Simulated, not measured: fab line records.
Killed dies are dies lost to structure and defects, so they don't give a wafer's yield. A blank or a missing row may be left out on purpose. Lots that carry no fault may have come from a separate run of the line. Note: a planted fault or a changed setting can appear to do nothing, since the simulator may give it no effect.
2 desks, one fault	flow sky130	what lay behind the numbers comes last; until then each desk has only its own

## FOR THE TOOL OWNER'S DESK: litho track-02
The tool's own readings at SKY_VT_ADJUST_NCORE_COAT_02 (resist thk 1140 nm): means of the sampled wafers that have a number, for each lot that ran on this tool. If a lot's mean is further than 4 standard deviations from the usual mean, the lot is out of limits and carries the mark OUT (the distance appears in the brackets).
Columns: A = resist line temp C at SKY_VT_ADJUST_NCORE_COAT_02, usual 23.00 C
lot	first seen here	A
L215	day 9 08:29	23.00
L219	day 10 12:01	23.01
L220	day 10 21:14	23.04
L222	day 11 09:25	22.98
L231	day 14 04:08	22.99
L233	day 14 15:34	23.00
L235	day 15 10:02	23.15
This desk's verdict: no lot among the 7 shows anything out of limits.

## METROLOGY DESK
Means of the sampled wafers that have a number, per lot and without regard to the tool the lot ran on: this is what the gauges read. If a lot's mean is further than 4 standard deviations from the usual mean, the lot is out of limits and carries the mark OUT (the distance appears in the brackets).
Columns: A = cd nm at SKY_VT_ADJUST_HVTP_CD_MEAS_07, usual 379.8 nm; B = VT_ADJUST_LVTN_OVL at SKY_VT_ADJUST_LVTN_OVL_MEAS_07, usual -0.6 nm
lot	first seen here	A	B
L215	day 7 04:47	377.3	0.1
L216	day 7 12:11	378.5	-0.8
L219	day 8 05:36	380.0	-0.5
L220	day 8 11:33	377.8	-2.0
L222	day 8 23:41	378.1	0.0
L225	day 9 20:32	379.8	0.2
L226	day 10 02:19	380.2	-1.3
L229	day 10 23:40	380.3	-1.1
L231	day 11 10:19	376.9	-0.9
L233	day 11 21:01	376.8	0.1
L234	day 12 05:21	384.6	-0.6
L235	day 12 12:41	384.1	-0.7
This desk's verdict: no lot among the 12 shows anything out of limits.

## BROUGHT TOGETHER
Nothing out of limits was seen by the tool owner's desk.
Metrology desk: nothing out of limits seen.

## WHAT THE SIMULATOR HAD PUT IN
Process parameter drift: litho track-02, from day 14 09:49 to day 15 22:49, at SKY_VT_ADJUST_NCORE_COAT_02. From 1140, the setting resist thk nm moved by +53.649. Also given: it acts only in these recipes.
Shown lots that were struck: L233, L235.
